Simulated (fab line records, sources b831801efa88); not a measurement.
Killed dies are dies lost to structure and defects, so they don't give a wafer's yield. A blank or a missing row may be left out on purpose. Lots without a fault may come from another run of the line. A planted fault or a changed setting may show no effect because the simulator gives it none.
A struck lot beside a sound one | flow sky130 | 32 steps out of a route of 708
Sound: wafers L122.3, L122.5, L122.6. Struck: wafers L134.2, L134.4, L134.6. The cause comes at the end.
At each step with rows: each side's tool, then ch and its chambers, then its first start. Under that, the readings that differ: sound wafers | struck wafers | difference of the means | sigmas: that difference in standard deviations of wafers without a fault.
alike: readings whose means differ by less than 2 such deviations, and words and numbers that are the same on both sides. not compared: withheld readings, readings that some wafer has no value for, bounds like >300 that may hide the same value, and numbers for which the record gives no deviation and whose values overlap.
The two part at a step that has a row with sigmas, a row that says differs or no value, or rows on one side only. Numbers that don't overlap but have no deviation are shown without sigmas and don't part them. A reading that every wafer of one side lacks parts them only if that side has two wafers or more.

SKY_PWDE_OVL_MEAS_07:
  sound on overlay-01, day 5 02:30; struck on overlay-01, day 7 21:28
  alike: PWDE_OVL
then, 1 step without rows for these wafers: SKY_PWDE_IMPLANT_08.
SKY_PWDE_STRIP_09: strips in O2/N2.
  sound on plasma_asher-01 ch 0,1, day 5 02:45; struck on plasma_asher-02 ch 0,1, day 7 21:38
  alike: drypump_motor_current_A, oes_product_au, strip_time_to_endpoint_s
  not compared: rf_hours_counter_h
SKY_PWDE_TW_MEAS_10:
  sound on film_metro-04, day 5 02:50; struck on film_metro-02, day 7 21:45
  alike: PWDE_TW
then, 7 steps without rows for these wafers: SKY_NWELL_DEHYDRATE_03 (time 60 s); SKY_NWELL_HMDS_04 (prime time 60 s); SKY_NWELL_COAT_05 (resist thk 3000 nm); SKY_NWELL_SOFTBAKE_06; SKY_NWELL_EXPOSE_07 (exposes mask NWM, target cd 840 nm); SKY_NWELL_PEB_08; SKY_NWELL_DEVELOP_09 (develop time 60 s).
SKY_NWELL_OVL_MEAS_10:
  sound on overlay-02, day 5 21:49; struck on overlay-01, day 8 18:35
  reading           | sound       | struck         | difference | sigmas
  NWELL_00_OVL (nm) | 3.0 2.8 5.0 | -2.2 -2.8 -1.6 | -5.8       | -2
SKY_NWELL_IMPLANT_11:
  sound on implanter-02 ch 0, day 5 21:53; struck on implanter-02 ch 0, day 8 18:38
  reading       | sound                            | struck                           | difference  | sigmas
  dose_ions_cm2 | 1.9006e+13 1.9015e+13 1.9014e+13 | 1.8338e+13 1.8352e+13 1.8367e+13 | -6.5933e+11 | -33
then, 2 steps without rows for these wafers: SKY_NWELL_IMPLANT_12; SKY_NWELL_IMPLANT_13.
SKY_NWELL_STRIP_14: strips in O2/N2.
  sound on plasma_asher-04 ch 0,1, day 5 22:20; struck on plasma_asher-02 ch 0,1, day 8 19:04
  alike: drypump_motor_current_A, oes_product_au, strip_time_to_endpoint_s
  not compared: rf_hours_counter_h
SKY_NWELL_TW_MEAS_15:
  sound on film_metro-04, day 5 22:25; struck on film_metro-02, day 8 19:10
  alike: NWELL_TW
then, 7 steps without rows for these wafers: SKY_NWELL_DEHYDRATE_16 (time 60 s); SKY_NWELL_HMDS_17 (prime time 60 s); SKY_NWELL_COAT_18 (resist thk 3000 nm); SKY_NWELL_SOFTBAKE_19; SKY_NWELL_EXPOSE_20 (exposes mask NWM COMPLEMENT, target cd 840 nm); SKY_NWELL_PEB_21; SKY_NWELL_DEVELOP_22 (develop time 60 s).
SKY_NWELL_OVL_MEAS_23:
  sound on overlay-02, day 6 17:41; struck on overlay-02, day 9 16:44
  alike: NWELL_01_OVL
then, 1 step without rows for these wafers: SKY_NWELL_IMPLANT_24.
SKY_NWELL_STRIP_25: strips in O2/N2.
  sound on plasma_asher-03 ch 0,1, day 6 17:53; struck on plasma_asher-03 ch 1, day 9 16:55
  reading                      | sound             | struck            | difference | sigmas
  strip_time_to_endpoint_s (s) | 36.96 37.11 36.96 | 36.68 36.81 36.78 | -0.25      | -2
  alike: drypump_motor_current_A, oes_product_au
  not compared: rf_hours_counter_h
SKY_NWELL_TW_MEAS_26:
  sound on film_metro-03, day 6 17:59; struck on film_metro-04, day 9 17:02
  alike: NWELL_2_TW
then, 1 step without rows for these wafers: SKY_NWELL_CLEAN_27 (cleans in SC1/SC2, time 150 s).
SKY_NWELL_RTA_28: time 30 s.
  sound on rtp_anneal-02 ch 0, day 6 18:06; struck on rtp_anneal-02 ch 0, day 9 17:09
  alike: chamber_o2_ppm, lamp_power_pct, wafer_temp_C_max
SKY_NWELL_RS_MEAS_29: measures by four-point-probe.
  sound on film_metro-03, day 6 18:13; struck on film_metro-03, day 9 17:15
  reading           | sound             | struck            | difference | sigmas
  NWELL_RS (ohm/sq) | 626.1 624.3 627.0 | 636.6 635.3 635.8 | +10.1      | +6
SKY_PAD_OPEN_PROBE_99:
  the record has rows for the sound wafers here (prober-01, day 47 04:22) and none for the struck ones

WHERE THEY PART
First at SKY_NWELL_OVL_MEAS_10; last, within this record, at SKY_PAD_OPEN_PROBE_99.

WHY: what the simulator had put in
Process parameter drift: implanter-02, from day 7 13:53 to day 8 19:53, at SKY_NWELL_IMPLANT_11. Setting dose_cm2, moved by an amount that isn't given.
